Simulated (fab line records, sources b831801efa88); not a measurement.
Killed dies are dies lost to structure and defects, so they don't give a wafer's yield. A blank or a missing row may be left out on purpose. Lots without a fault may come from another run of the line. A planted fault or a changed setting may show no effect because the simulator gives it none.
fab line records | flow sky130
record lots=5 wafers=15 last_day=50
route steps=708 shown NWELL@71 PWDE@84 VT_ADJUST_HVTP@85
lots that met no fault: from a run of the same line without faults
start_h: hours from the record's first day to the start of the lot's first wafer shown | wait_h: hours since the lot's step before | " the same as in the row above | L1.1+2: a row that stands for several wafers | - no value, or no start given | * or withheld: withheld | < > ~ a bound
route shown NAME@n: a module of which the file shows steps, and the number in the route of the first | usual: mean/standard deviation of fault-free wafers | same: alike in all rows | chamber/n: place in a boat | sites: the reading at each site | _std_site: their standard deviation | _edge_site: outer sites' mean less inner sites' | radius_mm: how far each site lies from the wafer's centre | mask NAME#n: copy n | behind: the tool/chamber that last shaped the wafer | hold: why the lot was held/for how many hours/how that ended | device: the transistor (n, p or np) that didn't switch | end of line: the same wafers' tests at the end of the route | a step without rows: its recipe alone | killed: dies lost to structure and defects at the first sort, not the wafer's yield | map: a wafer's dies, x killed, . not, _ none there
set.NAME: the setting as run; set.NAME@STEP: as run at that earlier step | model.NAME: the simulator's own value behind a step, which no gauge read
lots at some steps of the route; a table a step, a row a wafer
services: from which hour (start_h, from the record's first day; less than 0 if before it) a tool's chamber was out of use, for how many hours, and why
## steps
# step SKY_NWELL_COAT_18
# recipe spin_rpm=2000 resist_thk_nm=3000
# columns lot.wafer tool chamber start_h wait_h
L075.2+3+5 litho_track-02 0 97.59 0.1
L081.1+2+6 litho_track-02 0 136.96 0.1
L083.2+3+6 litho_track-04 0 158.30 0.1
L096.1+5+6 litho_track-03 0 227.68 0.1
L097.1+3+4 litho_track-04 0 231.78 0.1
# step SKY_NWELL_SOFTBAKE_19
# recipe temp_c=110 time_s=withheld
# columns lot.wafer tool chamber start_h wait_h
L075.2+3+5 litho_track-02 0 97.74 0.1
L081.1+2+6 litho_track-02 0 137.11 0.1
L083.2+3+6 litho_track-04 0 158.46 0.1
L096.1+5+6 litho_track-03 0 227.83 0.1
L097.1+3+4 litho_track-04 0 231.93 0.1
# step SKY_NWELL_EXPOSE_20
# recipe mask_id=NWM_COMPLEMENT na=0.6 source_shape=conventional sigma_outer=0.6 polarization=unpolarized target_cd_nm=840 dose_mj=260
# columns lot.wafer tool chamber start_h wait_h mask
L075.2+3+5 iline_stepper-01 0 - - NWM_COMPLEMENT#0
L081.1+2+6 iline_stepper-02 0 - - NWM_COMPLEMENT#0
L083.2+3+6 iline_stepper-02 0 - - NWM_COMPLEMENT#0
L096.1+5+6 iline_stepper-02 0 - - NWM_COMPLEMENT#0
L097.1+3+4 iline_stepper-01 0 - - NWM_COMPLEMENT#0
# step SKY_NWELL_PEB_21
# recipe temp_c=115 time_s=withheld
# columns lot.wafer tool chamber start_h wait_h
L075.2+3+5 litho_track-04 0 - -
L081.1+2+6 litho_track-03 0 - -
L083.2+3+6 litho_track-03 0 - -
L096.1+5+6 litho_track-04 0 - -
L097.1+3+4 litho_track-02 0 - -
# step SKY_NWELL_DEVELOP_22
# recipe wall_angle_deg=90 developer=TMAH develop_time_s=60 dev_temp_c=23
# columns lot.wafer tool chamber start_h wait_h
L075.2+3+5 litho_track-04 0 - -
L081.1+2+6 litho_track-03 0 - -
L083.2+3+6 litho_track-03 0 - -
L096.1+5+6 litho_track-04 0 - -
L097.1+3+4 litho_track-02 0 - -
# step SKY_NWELL_OVL_MEAS_23
# usual NWELL_01_OVL=-1.2/1.6
# columns lot.wafer tool chamber start_h wait_h NWELL_01_OVL[nm]
L075.2 overlay-02 - 106.78 - -4.1
L075.3 " - " " -2.5
L075.5 " - " " -0.5
L081.1 overlay-02 - 146.44 - -0.4
L081.2 " - " " 2.5
L081.6 " - " " -1.3
L083.2 overlay-01 - 168.49 - 0.1
L083.3 " - " " 0.1
L083.6 " - " " -1.6
L096.1 overlay-01 - 239.13 - -1.5
L096.5 " - " " 1.0
L096.6 " - " " -1.0
L097.1 overlay-01 - 243.41 - -0.8
L097.3 " - " " -1.1
L097.4 " - " " 0.0
# step SKY_NWELL_IMPLANT_24
# recipe species=B energy_kev=140 dose_cm2=9.2e+12 tilt_deg=withheld
# usual beam_energy_keV=140.01/0.038 beam_on_s=9.99/0.21
# columns lot.wafer tool chamber start_h wait_h beam_energy_keV beam_on_s
L075.2 implanter-01 0 106.84 0.0 139.94 10.00
L075.3 " 0 " " 139.98 9.96
L075.5 " 0 " " 139.99 9.63
L081.1 implanter-02 0 146.47 0.0 140.04 9.96
L081.2 " 0 " " 139.96 10.14
L081.6 " 0 " " 140.07 10.02
L083.2 implanter-02 0 168.55 0.0 140.00 9.92
L083.3 " 0 " " 139.97 10.10
L083.6 " 0 " " 140.01 9.84
L096.1 implanter-03 0 239.16 0.0 140.02 9.96
L096.5 " 0 " " 140.01 10.08
L096.6 " 0 " " 140.01 9.61
L097.1 implanter-02 0 243.45 0.0 140.07 10.16
L097.3 " 0 " " 140.09 9.93
L097.4 " 0 " " 140.03 9.88
# step SKY_NWELL_STRIP_25
# recipe chemistry=O2/N2 power_w=1400 pressure_mtorr=1500 platen_temp_c=withheld o2_flow_sccm=3000 n2_flow_sccm=300 overash_fraction=0.5
# usual drypump_motor_current_A=5.6/0.53 oes_product_au=0.722/0.0046 strip_time_to_endpoint_s=36.90/0.1
# columns lot.wafer tool chamber start_h wait_h drypump_motor_current_A oes_product_au rf_hours_counter_h strip_time_to_endpoint_s
L075.2 plasma_asher-03 0 106.96 0.1 4.9 0.723 44 36.61
L075.3 " 1 " " 5.8 0.714 - 36.59
L075.5 " 0 " " 4.8 0.718 - 36.55
L081.1 plasma_asher-04 0 146.62 0.1 4.8 0.721 3 37.03
L081.2 " 1 " " 6.2 0.723 3 36.87
L081.6 " 0 " " 4.9 0.727 - 37.04
L083.2 plasma_asher-02 0 168.67 0.1 6.0 0.727 48 36.95
L083.3 " 0 " " 6.0 0.721 - 36.90
L083.6 " 1 " " 5.8 0.723 - 36.82
L096.1 plasma_asher-04 0 239.31 0.1 4.8 0.726 12 36.91
L096.5 " 0 " " 4.9 0.713 - 36.99
L096.6 " 1 " " 6.2 0.715 - 36.93
L097.1 plasma_asher-04 0 243.60 0.1 4.8 0.724 12 36.89
L097.3 " 0 " " 4.9 0.722 - 36.83
L097.4 " 1 " " 6.2 0.720 - 36.98
# step SKY_NWELL_TW_MEAS_26
# usual NWELL_2_TW=499.8/2.5
# columns lot.wafer tool chamber start_h wait_h NWELL_2_TW
L075.2 film_metro-03 - 107.07 0.1 500.3
L075.3 " - " " 498.1
L075.5 " - " " 499.2
L081.1 film_metro-04 - 146.72 0.1 499.3
L081.2 " - " " 502.0
L081.6 " - " " 501.1
L083.2 film_metro-04 - 168.78 0.1 501.3
L083.3 " - " " 501.7
L083.6 " - " " 502.8
L096.1 film_metro-04 - 239.41 0.1 502.8
L096.5 " - " " 501.2
L096.6 " - " " 503.3
L097.1 film_metro-03 - 243.70 0.1 495.3
L097.3 " - " " 499.6
L097.4 " - " " 499.3
# step SKY_NWELL_CLEAN_27
# recipe chemistry=SC1/SC2 mix=1:4:20 temp_c=70 time_s=150 dry=n2_spin
# columns lot.wafer tool chamber start_h wait_h
L075.2+3+5 wet_bench-02 3 107.12 0.0
L081.1+2+6 wet_bench-03 2 146.78 0.1
L083.2+3+6 wet_bench-04 2 168.83 0.0
L096.1+5+6 wet_bench-02 1 239.47 0.1
L097.1+3+4 wet_bench-04 3 243.76 0.1
# step SKY_NWELL_RTA_28
# recipe temp_c=1050 time_s=30 idle_temp_c=650 ramp_up_c_per_s=150 ramp_down_c_per_s=90 ambient=N2
# usual lamp_power_pct=25.31/0.054 ramp_up_c_per_s=150.00/0.028 wafer_temp_C_max=1054.8/0.87
# columns lot.wafer tool chamber start_h wait_h lamp_power_pct ramp_up_c_per_s wafer_temp_C_max
L075.2 rtp_anneal-01 0 107.19 0.0 25.34 150.06 1054.3
L075.3 " 0 " " 25.34 150.01 1055.1
L075.5 " 0 " " 25.23 150.00 1054.7
L081.1 rtp_anneal-01 0 146.83 0.0 25.26 149.96 1053.9
L081.2 " 0 " " 25.33 150.01 1054.0
L081.6 " 0 " " 25.30 149.95 1055.2
L083.2 rtp_anneal-01 0 168.90 0.0 25.21 149.96 1055.3
L083.3 " 0 " " 25.40 149.96 1055.3
L083.6 " 0 " " 25.31 149.97 1054.7
L096.1 rtp_anneal-01 0 239.52 0.0 25.30 150.01 1056.2
L096.5 " 0 " " 25.41 150.00 1055.4
L096.6 " 0 " " 25.31 150.00 1053.6
L097.1 rtp_anneal-02 0 243.81 0.0 25.36 150.01 1055.4
L097.3 " 0 " " 25.42 149.96 1057.5
L097.4 " 0 " " 25.41 150.03 1054.9
# step SKY_NWELL_RS_MEAS_29
# recipe thk_meas_gauge=four-point-probe
# usual NWELL_RS=624.6/2
# columns lot.wafer tool chamber start_h wait_h NWELL_RS[ohm/sq]
L075.2 film_metro-02 - 107.30 0.1 625.3
L075.3 " - " " 624.9
L075.5 " - " " 625.7
L081.1 film_metro-02 - 146.93 0.1 625.4
L081.2 " - " " 625.4
L081.6 " - " " 626.1
L083.2 film_metro-03 - 169.01 0.1 626.2
L083.3 " - " " 626.9
L083.6 " - " " 623.6
L096.1 film_metro-02 - 239.72 0.2 623.6
L096.5 " - " " 621.4
L096.6 " - " " 622.8
L097.1 film_metro-02 - 243.91 0.1 623.6
L097.3 " - " " 624.3
L097.4 " - " " 623.5
# step SKY_NWELL_RS_MEAS_31
# recipe thk_meas_gauge=four-point-probe
# usual PWDE_RS=5277/17
# columns lot.wafer tool chamber start_h wait_h PWDE_RS[ohm/sq]
L075.2 film_metro-02 - 107.54 0.1 5289
L075.3 " - " " 5284
L075.5 " - " " 5298
L081.1 film_metro-02 - 147.17 0.1 5286
L081.2 " - " " 5274
L081.6 " - " " 5297
L083.2 film_metro-03 - 169.25 0.1 5264
L083.3 " - " " 5273
L083.6 " - " " 5290
L096.1 film_metro-02 - 239.96 0.1 5298
L096.5 " - " " 5280
L096.6 " - " " 5304
L097.1 film_metro-02 - 244.15 0.1 5278
L097.3 " - " " 5279
L097.4 " - " " 5295
# step SKY_VT_ADJUST_HVTP_DEHYDRATE_00
# recipe temp_c=200 time_s=60
# columns lot.wafer tool chamber start_h wait_h
L075.2+3+5 litho_track-01 0 116.42 8.9
L081.1+2+6 litho_track-04 0 156.43 9.2
L083.2+3+6 litho_track-04 0 179.20 9.9
L096.1+5+6 litho_track-04 0 251.58 11.6
L097.1+3+4 litho_track-04 0 256.03 11.9
# step SKY_VT_ADJUST_HVTP_HMDS_01
# recipe prime_time_s=60 prime_temp_c=120
# columns lot.wafer tool chamber start_h wait_h
L075.2+3+5 litho_track-01 0 116.57 0.1
L081.1+2+6 litho_track-04 0 156.58 0.1
L083.2+3+6 litho_track-04 0 179.35 0.1
L096.1+5+6 litho_track-04 0 251.73 0.1
L097.1+3+4 litho_track-04 0 256.18 0.1
# step SKY_VT_ADJUST_HVTP_COAT_02
# recipe resist=NOVOLAK spin_rpm=3000 resist_thk_nm=1140
# columns lot.wafer tool chamber start_h wait_h
L075.2+3+5 litho_track-01 0 116.72 0.1
L081.1+2+6 litho_track-04 0 156.73 0.1
L083.2+3+6 litho_track-04 0 179.50 0.1
L096.1+5+6 litho_track-04 0 251.88 0.1
L097.1+3+4 litho_track-04 0 256.33 0.1
# step SKY_VT_ADJUST_HVTP_SOFTBAKE_03
# recipe temp_c=90 time_s=60 resist=NOVOLAK
# columns lot.wafer tool chamber start_h wait_h
L075.2+3+5 litho_track-01 0 116.87 0.1
L081.1+2+6 litho_track-04 0 156.88 0.1
L083.2+3+6 litho_track-04 0 179.65 0.1
L096.1+5+6 litho_track-04 0 252.03 0.1
L097.1+3+4 litho_track-04 0 256.48 0.1
# step SKY_VT_ADJUST_HVTP_EXPOSE_04
# recipe mask_id=HVTPM na=0.6 source_shape=conventional sigma_outer=0.6 polarization=unpolarized target_cd_nm=380 dose_mj=140
# columns lot.wafer tool chamber start_h wait_h mask
L075.2+3+5 iline_stepper-02 0 - - HVTPM#0
L081.1+2+6 iline_stepper-02 0 - - HVTPM#0
L083.2+3+6 iline_stepper-01 0 - - HVTPM#0
L096.1+5+6 iline_stepper-01 0 - - HVTPM#0
L097.1+3+4 iline_stepper-01 0 - - HVTPM#0
# step SKY_VT_ADJUST_HVTP_PEB_05
# recipe temp_c=withheld time_s=* resist=NOVOLAK
# columns lot.wafer tool chamber start_h wait_h
L075.2+3+5 litho_track-01 0 - -
L081.1+2+6 litho_track-01 0 - -
L083.2+3+6 litho_track-02 0 - -
L096.1+5+6 litho_track-01 0 - -
L097.1+3+4 litho_track-01 0 - -
# step SKY_VT_ADJUST_HVTP_DEVELOP_06
# recipe resist=NOVOLAK developer=TMAH develop_time_s=60 dev_temp_c=23
# columns lot.wafer tool chamber start_h wait_h
L075.2+3+5 litho_track-01 0 126.17 0.1
L081.1+2+6 litho_track-01 0 166.50 0.1
L083.2+3+6 litho_track-02 0 190.08 0.1
L096.1+5+6 litho_track-01 0 263.80 0.1
L097.1+3+4 litho_track-01 0 268.35 0.1
# step SKY_VT_ADJUST_HVTP_CD_MEAS_07
# recipe target_cd_nm=380
# usual cd_nm=379.7/2.4
# columns lot.wafer tool chamber start_h wait_h cd_nm
L075.2 cd_sem-02 - 126.32 0.1 381.7
L075.3 " - " " 380.8
L075.5 " - " " 382.1
L081.1 cd_sem-02 - 166.65 0.1 379.1
L081.2 " - " " 375.7
L081.6 " - " " 378.7
L083.2 cd_sem-02 - 190.23 0.1 380.8
L083.3 " - " " 380.4
L083.6 " - " " 379.7
L096.1 cd_sem-01 - 263.95 0.1 378.1
L096.5 " - " " 376.8
L096.6 " - " " 378.9
L097.1 cd_sem-01 - 268.50 0.1 378.1
L097.3 " - " " 380.3
L097.4 " - " " 377.2
# step SKY_VT_ADJUST_HVTP_OVL_MEAS_08
# usual VT_ADJUST_HVTP_OVL=-1.1/1.3
# columns lot.wafer tool chamber start_h wait_h VT_ADJUST_HVTP_OVL[nm]
L075.2 overlay-02 - 126.42 0.1 0.6
L075.3 " - " " -1.3
L075.5 " - " " -0.6
L081.1 overlay-02 - 166.77 0.1 -0.1
L081.2 " - " " -1.7
L081.6 " - " " -3.6
L083.2 overlay-02 - 190.34 0.1 -1.6
L083.3 " - " " 1.3
L083.6 " - " " -0.8
L096.1 overlay-01 - 264.07 0.1 -0.8
L096.5 " - " " -0.5
L096.6 " - " " 2.5
L097.1 overlay-01 - 268.62 0.1 -1.2
L097.3 " - " " 0.0
L097.4 " - " " -2.8
# step SKY_VT_ADJUST_HVTP_IMPLANT_09
# recipe species=As energy_kev=150 dose_cm2=4.3e+12 tilt_deg=withheld
# usual beam_energy_keV=150.00/0.044 beam_on_s=9.99/0.2
# columns lot.wafer tool chamber start_h wait_h beam_energy_keV beam_on_s
L075.2 implanter-01 0 126.48 0.0 149.97 10.15
L075.3 " 0 " " 149.95 10.50
L075.5 " 0 " " 150.01 10.11
L081.1 implanter-04 0 166.80 0.0 150.06 10.06
L081.2 " 0 " " 150.02 10.41
L081.6 " 0 " " 149.93 10.10
L083.2 implanter-01 0 190.39 0.0 150.02 10.03
L083.3 " 0 " " 149.99 9.72
L083.6 " 0 " " 149.96 9.86
L096.1 implanter-02 0 264.10 0.0 150.07 9.93
L096.5 " 0 " " 150.06 10.19
L096.6 " 0 " " 150.01 9.71
L097.1 implanter-01 0 268.65 0.0 150.01 10.44
L097.3 " 0 " " 149.95 10.44
L097.4 " 0 " " 149.95 9.95
# step SKY_VT_ADJUST_HVTP_STRIP_10
# recipe chemistry=O2/N2 power_w=1400 pressure_mtorr=1500 platen_temp_c=withheld o2_flow_sccm=3000 n2_flow_sccm=300 overash_fraction=0.5
# usual drypump_motor_current_A=5.7/0.58 oes_product_au=0.716/0.0041 strip_time_to_endpoint_s=14.17/0.034
# columns lot.wafer tool chamber start_h wait_h drypump_motor_current_A oes_product_au rf_hours_counter_h strip_time_to_endpoint_s
L075.2 plasma_asher-02 0 126.60 0.1 6.0 0.721 45 14.22
L075.3 " 1 " " 5.8 0.713 - 14.25
L075.5 " 0 " " 6.0 0.716 - 14.24
L081.1 plasma_asher-01 1 166.95 0.1 6.3 0.720 35 14.17
L081.2 " 0 " " 5.2 0.721 35 14.16
L081.6 " 1 " " 6.3 0.717 - 14.21
L083.2 plasma_asher-01 1 190.52 0.1 6.3 0.715 38 14.15
L083.3 " 1 " " 6.3 0.725 - 14.14
L083.6 " 1 " " 6.3 0.709 - 14.18
L096.1 plasma_asher-02 0 264.25 0.1 6.0 0.713 57 14.13
L096.5 " 0 " " 6.0 0.714 - 14.15
L096.6 " 1 " " 5.8 0.713 - 14.17
L097.1 plasma_asher-04 1 268.80 0.1 6.2 0.716 15 14.21
L097.3 " 0 " " 4.8 0.717 - 14.14
L097.4 " 1 " " 6.2 0.724 - 14.15
# step SKY_VT_ADJUST_HVTP_TW_MEAS_11
# usual VT_ADJUST_HVTP_TW=1355/9.3
# columns lot.wafer tool chamber start_h wait_h VT_ADJUST_HVTP_TW
L075.2 film_metro-03 - 126.71 0.1 1367
L075.3 " - " " 1361
L075.5 " - " " 1357
L081.1 film_metro-01 - 167.05 0.1 1341
L081.2 " - " " 1350
L081.6 " - " " 1351
L083.2 film_metro-02 - 190.63 0.1 1360
L083.3 " - " " 1359
L083.6 " - " " 1368
L096.1 film_metro-01 - 264.35 0.1 1356
L096.5 " - " " 1346
L096.6 " - " " 1349
L097.1 film_metro-01 - 268.90 0.1 1351
L097.3 " - " " 1351
L097.4 " - " " 1351
## services
# columns tool chamber start_h hours kind
iline_stepper-01 - 77.08 1.7 pm
plasma_asher-04 - 85.45 5.4 repair
implanter-01 - 91.02 4.4 repair
plasma_asher-01 - 98.83 3.3 repair
plasma_asher-04 - 108.75 9.0 pm
implanter-02 - 129.83 1.8 pm
plasma_asher-02 - 142.00 11.0 repair
plasma_asher-04 - 147.76 0.4 repair
iline_stepper-01 - 157.07 5.4 repair
iline_stepper-02 - 163.44 8.5 repair
wet_bench-02 - 166.53 4.4 repair
iline_stepper-02 - 179.56 9.0 repair
iline_stepper-02 - 188.52 1.7 pm
implanter-02 - 199.77 0.8 repair
plasma_asher-02 - 207.31 0.4 repair
implanter-02 - 212.47 16.4 pm
implanter-01 - 220.34 1.6 repair
plasma_asher-04 - 233.67 2.2 repair
plasma_asher-02 - 235.32 1.4 repair
implanter-01 - 240.66 24.4 pm
plasma_asher-02 - 245.57 2.8 pm
implanter-02 - 245.81 2.0 repair
iline_stepper-01 - 249.16 2.1 pm
iline_stepper-02 - 264.11 6.5 repair
## key
fault none
